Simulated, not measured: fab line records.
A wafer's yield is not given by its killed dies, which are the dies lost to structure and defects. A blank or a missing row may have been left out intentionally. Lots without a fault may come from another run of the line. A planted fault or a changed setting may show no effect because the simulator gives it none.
Which tool was responsible? + flow gf180mcu + 11 lots with 33 wafers sampled at 5 steps, on a route of 602 steps

== WHAT THE GAUGES SHOWED, per wafer ==
GF_V1_RS_MEAS_24: uses a four-point probe to measure. Usual: for V1_W_RS the level is 0.326 ohm/sq and the standard deviation is 0.0031.
| lot  | measured     | on           | V1_W_RS (ohm/sq)  | flag |
|------|--------------|--------------|-------------------|------|
| L814 | day 18 03:14 | filmMetro-02 | 0.322 0.324 0.328 |      |
| L816 | day 19 09:22 | filmMetro-01 | 0.331 0.328 0.329 |      |
| L818 | day 19 16:44 | filmMetro-02 | 0.332 0.330 0.328 |      |
| L820 | day 20 13:33 | filmMetro-01 | 0.325 0.324 0.322 |      |
| L823 | day 21 12:16 | filmMetro-01 | 0.318 0.325 0.321 |      |
| L824 | day 22 01:26 | filmMetro-01 | 0.322 0.325 0.323 |      |
| L825 | day 22 05:40 | filmMetro-01 | 0.327 0.329 0.329 |      |
| L832 | day 24 14:08 | filmMetro-03 | 0.355 0.322 0.320 |      |
| L833 | day 25 02:06 | filmMetro-03 | 0.322 0.352 0.326 |      |
| L835 | day 25 12:01 | filmMetro-02 | 0.327 0.331 0.324 |      |
| L837 | day 25 23:20 | filmMetro-03 | 0.325 0.323 0.322 |      |

GF_V1_THK_MEAS_25: measures by xrf. Usual: for V1_W_THK the level is 376 nm and the standard deviation is 5.
| lot  | measured     | on           | V1_W_THK (nm) | flag |
|------|--------------|--------------|---------------|------|
| L814 | day 18 03:20 | filmMetro-02 | 382 379 377   |      |
| L816 | day 19 09:28 | filmMetro-01 | 370 376 373   |      |
| L818 | day 19 16:52 | filmMetro-02 | 365 370 370   |      |
| L820 | day 20 13:40 | filmMetro-01 | 377 375 380   |      |
| L823 | day 21 12:23 | filmMetro-01 | 386 376 382   |      |
| L824 | day 22 01:34 | filmMetro-01 | 380 374 379   |      |
| L825 | day 22 05:47 | filmMetro-01 | 374 372 372   |      |
| L832 | day 24 14:16 | filmMetro-03 | 347 382 387   |      |
| L833 | day 25 02:13 | filmMetro-03 | 381 351 377   |      |
| L835 | day 25 12:08 | filmMetro-02 | 373 365 373   |      |
| L837 | day 25 23:28 | filmMetro-03 | 378 382 384   |      |

== WHAT TOOL EACH LOT RAN ON (gives the tool, then ch and the chambers of the sampled wafers, and finally the start) ==
| lot  | GF_V1_CVD_02                    | GF_V1_STRIP_18                      | GF_V1_CVD_23                 |
|------|---------------------------------|-------------------------------------|------------------------------|
| L814 | pecvd-04 ch 0,2, day 17 02:26   | plasmaAsher-03 ch 0,1, day 18 02:26 | cvdW-01 ch 0,1, day 18 03:07 |
| L816 | pecvd-04 ch 1,2, day 18 07:34   | plasmaAsher-02 ch 0,1, day 19 08:36 | cvdW-01 ch 0,1, day 19 09:14 |
| L818 | pecvd-02 ch 0,1, day 18 15:05   | plasmaAsher-01 ch 0,1, day 19 15:58 | cvdW-01 ch 1, day 19 16:38   |
| L820 | pecvd-02 ch 0,1,2, day 19 11:49 | plasmaAsher-02 ch 0,1, day 20 12:48 | cvdW-02 ch 0,1, day 20 13:26 |
| L823 | pecvd-03 ch 0,1,2, day 20 10:44 | plasmaAsher-01 ch 0,1, day 21 11:30 | cvdW-01 ch 0,1, day 21 12:08 |
| L824 | pecvd-03 ch 0,1,2, day 21 00:02 | plasmaAsher-02 ch 0,1, day 22 00:42 | cvdW-02 ch 0,1, day 22 01:20 |
| L825 | pecvd-02 ch 0,1,2, day 21 05:15 | plasmaAsher-01 ch 0,1, day 22 04:55 | cvdW-02 ch 0,1, day 22 05:32 |
| L832 | pecvd-03 ch 0,2, day 23 14:47   | plasmaAsher-03 ch 0,1, day 24 13:21 | cvdW-02 ch 0,1, day 24 14:02 |
| L833 | pecvd-02 ch 0,1, day 24 02:28   | plasmaAsher-03 ch 0,1, day 25 01:18 | cvdW-02 ch 0,1, day 25 01:58 |
| L835 | pecvd-03 ch 0,1, day 24 12:34   | plasmaAsher-02 ch 0,1, day 25 11:15 | cvdW-01 ch 0,1, day 25 11:55 |
| L837 | pecvd-03 ch 0,1, day 25 01:05   | plasmaAsher-03 ch 0,1, day 25 22:36 | cvdW-01 ch 0,1, day 25 23:14 |
- GF_V1_CVD_02: deposits SiO2 from TEOS, target thk 850 nm, time 94.851 s.
- GF_V1_STRIP_18: strips in O2/N2.
- GF_V1_CVD_23: deposits W, target thk 350 nm, time 105.05 s.

== WHAT THE TOOLS THEMSELVES READ (means of the sampled wafers that have a number; where no wafer has one, the mark that the record gives instead) ==
GF_V1_CVD_02. Usual: heaterPowerW 713 W, standard deviation 98; rfFwdPowerW 596.7 W, standard deviation 2.2.
| lot  | tool     | heaterPowerW (W) | rfFwdPowerW (W) | flag |
|------|----------|------------------|-----------------|------|
| L814 | pecvd-04 | 788              | 596.1           |      |
| L816 | pecvd-04 | 752              | 593.4           |      |
| L818 | pecvd-02 | 582              | 595.5           |      |
| L820 | pecvd-02 | 572              | 595.7           |      |
| L823 | pecvd-03 | 710              | 596.7           |      |
| L824 | pecvd-03 | 709              | 598.9           |      |
| L825 | pecvd-02 | 643              | 596.5           |      |
| L832 | pecvd-03 | 676              | 600.2           |      |
| L833 | pecvd-02 | 573              | 595.2           |      |
| L835 | pecvd-03 | 686              | 598.5           |      |
| L837 | pecvd-03 | 675              | 596.9           |      |

GF_V1_STRIP_18. Usual: drypumpMotorCurrentA 5.7 A, standard deviation 0.32; heaterPowerW 346 W, standard deviation 54; oesProductAu 0.593 a.u., standard deviation 0.0049.
| lot  | tool           | drypumpMotorCurrentA (A) | heaterPowerW (W) | oesProductAu (a.u.) | flag |
|------|----------------|--------------------------|------------------|---------------------|------|
| L814 | plasmaAsher-03 | 5.7                      | 324              | 0.600               |      |
| L816 | plasmaAsher-02 | 5.5                      | 318              | 0.597               |      |
| L818 | plasmaAsher-01 | 5.7                      | 423              | 0.591               |      |
| L820 | plasmaAsher-02 | 5.5                      | 321              | 0.594               |      |
| L823 | plasmaAsher-01 | 6.0                      | 377              | 0.592               |      |
| L824 | plasmaAsher-02 | 5.8                      | 307              | 0.603               |      |
| L825 | plasmaAsher-01 | 6.0                      | 378              | 0.591               |      |
| L832 | plasmaAsher-03 | 5.7                      | 329              | 0.588               |      |
| L833 | plasmaAsher-03 | 5.7                      | 323              | 0.595               |      |
| L835 | plasmaAsher-02 | 5.5                      | 317              | 0.589               |      |
| L837 | plasmaAsher-03 | 5.6                      | 326              | 0.592               |      |

GF_V1_CVD_23. Usual: chamberPressureTorr 40.02 Torr, standard deviation 0.088; heaterPowerW 832 W, standard deviation 39.
| lot  | tool    | chamberPressureTorr (Torr) | heaterPowerW (W) | flag |
|------|---------|----------------------------|------------------|------|
| L814 | cvdW-01 | 40.01                      | 868              |      |
| L816 | cvdW-01 | 40.00                      | 862              |      |
| L818 | cvdW-01 | 40.14                      | 874              |      |
| L820 | cvdW-02 | 39.95                      | 809              |      |
| L823 | cvdW-01 | 39.93                      | 878              |      |
| L824 | cvdW-02 | 40.09                      | 791              |      |
| L825 | cvdW-02 | 40.05                      | 797              |      |
| L832 | cvdW-02 | 37.87                      | 789              | OFF  |
| L833 | cvdW-02 | 37.97                      | 796              | OFF  |
| L835 | cvdW-01 | 40.07                      | 870              |      |
| L837 | cvdW-01 | 39.99                      | 859              |      |

== THE ANSWER, worked out from the rows above alone ==
Rule: take the mean of a lot's wafers that have a number; if it is more than 3 standard deviations from the usual mean, the lot is off. Also off: a lot with no number at a reading for which 4 or more lots have one. The other lots that the step has rows for count as sound. The gauges are gone through in route order, then the tools' own readings, and for those a lot's mean is taken as printed above. At the first step where some lot is off, the reading lying furthest off is the one used; lots without a number count as furthest.
Off, at GF_V1_CVD_23 on chamberPressureTorr: L832, L833.
A tool fits if, at that step or a process step before it, it ran every lot that is off, and no sound lot after the first of them. One fits: GF_V1_CVD_23 on cvdW-02. A fault onset in the window from L825 (day 22 05:32, its last sound lot) to L832 (day 24 14:02, its first lot off) fits.
The tool's own readings at GF_V1_CVD_23 bear it out: on the lots that are off they differ by more than 5 times the standard deviation of the sound lots' means. chamberPressureTorr reads 37.92 Torr there against 40.03 Torr on the sound lots.

== WHAT THE SIMULATOR HAD PUT IN ==
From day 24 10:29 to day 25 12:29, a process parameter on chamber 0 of cvdW-02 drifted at GF_V1_CVD_23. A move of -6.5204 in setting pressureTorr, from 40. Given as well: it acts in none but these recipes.
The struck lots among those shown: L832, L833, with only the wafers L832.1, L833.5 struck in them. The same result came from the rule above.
